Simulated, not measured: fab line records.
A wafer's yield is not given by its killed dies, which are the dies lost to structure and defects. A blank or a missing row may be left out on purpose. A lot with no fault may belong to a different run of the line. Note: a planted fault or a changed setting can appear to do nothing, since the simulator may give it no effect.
2 desks, one fault	flow sky130	each desk holds nothing but its own numbers, with what lay behind them at the end

== METROLOGY DESK ==
Lot by lot, what the gauges showed, no matter which tool ran the lot: averages of those sampled wafers that carry a number. The brackets show how far a lot's mean lies from the usual mean; more than 4 standard deviations puts the lot out of limits, marked OUT.
Columns: A = PASSIVATION_CVD_00_THK at SKY_PASSIVATION_THK_MEAS_01, usual 90.2 nm
lot	first seen here	A
L454	day 43 20:48	92.0
L455	day 44 03:43	90.3
L456	day 44 11:11	90.0
L458	day 45 07:20	89.9
L459	day 45 11:04	90.2
L460	day 45 16:30	90.7
L467	day 47 17:10	89.5
L469	day 48 00:02	89.7
L470	day 48 02:36	88.9
L472	day 48 14:49	90.4
L473	day 48 20:22	89.2
L475	day 49 08:22	90.3
This desk found nothing out of limits on any of the 12 lots.

== DESK OF THE TOOL OWNER: rie_metal-04 ==
The tool's own readings at SKY_METAL1_ETCH_18 (etches BARC in N2/H2, stops on SiO2, time 45.9 s, target depth 60 nm): means of the sampled wafers that have a number, for each lot that ran on this tool. The brackets show how far a lot's mean lies from the usual mean; more than 4 standard deviations puts the lot out of limits, marked OUT.
Columns: A = drypump_motor_current_A at SKY_METAL1_ETCH_18, usual 5.5 A; B = oes_product_au at SKY_METAL1_ETCH_18, usual 0.855 a.u.; C = rf_fwd_power_W at SKY_METAL1_ETCH_18, usual 496.5 W; D = throttle_valve_pct at SKY_METAL1_ETCH_18, usual 13.226 %
lot	first seen here	A	B	C	D
L454	day 32 17:43	5.8	0.858	497.5	13.226
L455	day 33 01:24	5.8	0.859	497.2	13.225
L459	day 34 14:46	5.7	0.854	497.4	13.227
L467	day 37 10:43	5.8	0.856	493.7	13.227
L469	day 37 18:41	5.7	0.855	496.3	13.228
L470	day 37 23:37	5.8	0.847	494.5	13.226
This desk found nothing out of limits on any of the 6 lots.

== BROUGHT TOGETHER ==
At the metrology desk, nothing out of limits was observed.
The desk of the tool owner found nothing out of limits.

== WHAT WAS PUT IN BY THE SIMULATOR ==
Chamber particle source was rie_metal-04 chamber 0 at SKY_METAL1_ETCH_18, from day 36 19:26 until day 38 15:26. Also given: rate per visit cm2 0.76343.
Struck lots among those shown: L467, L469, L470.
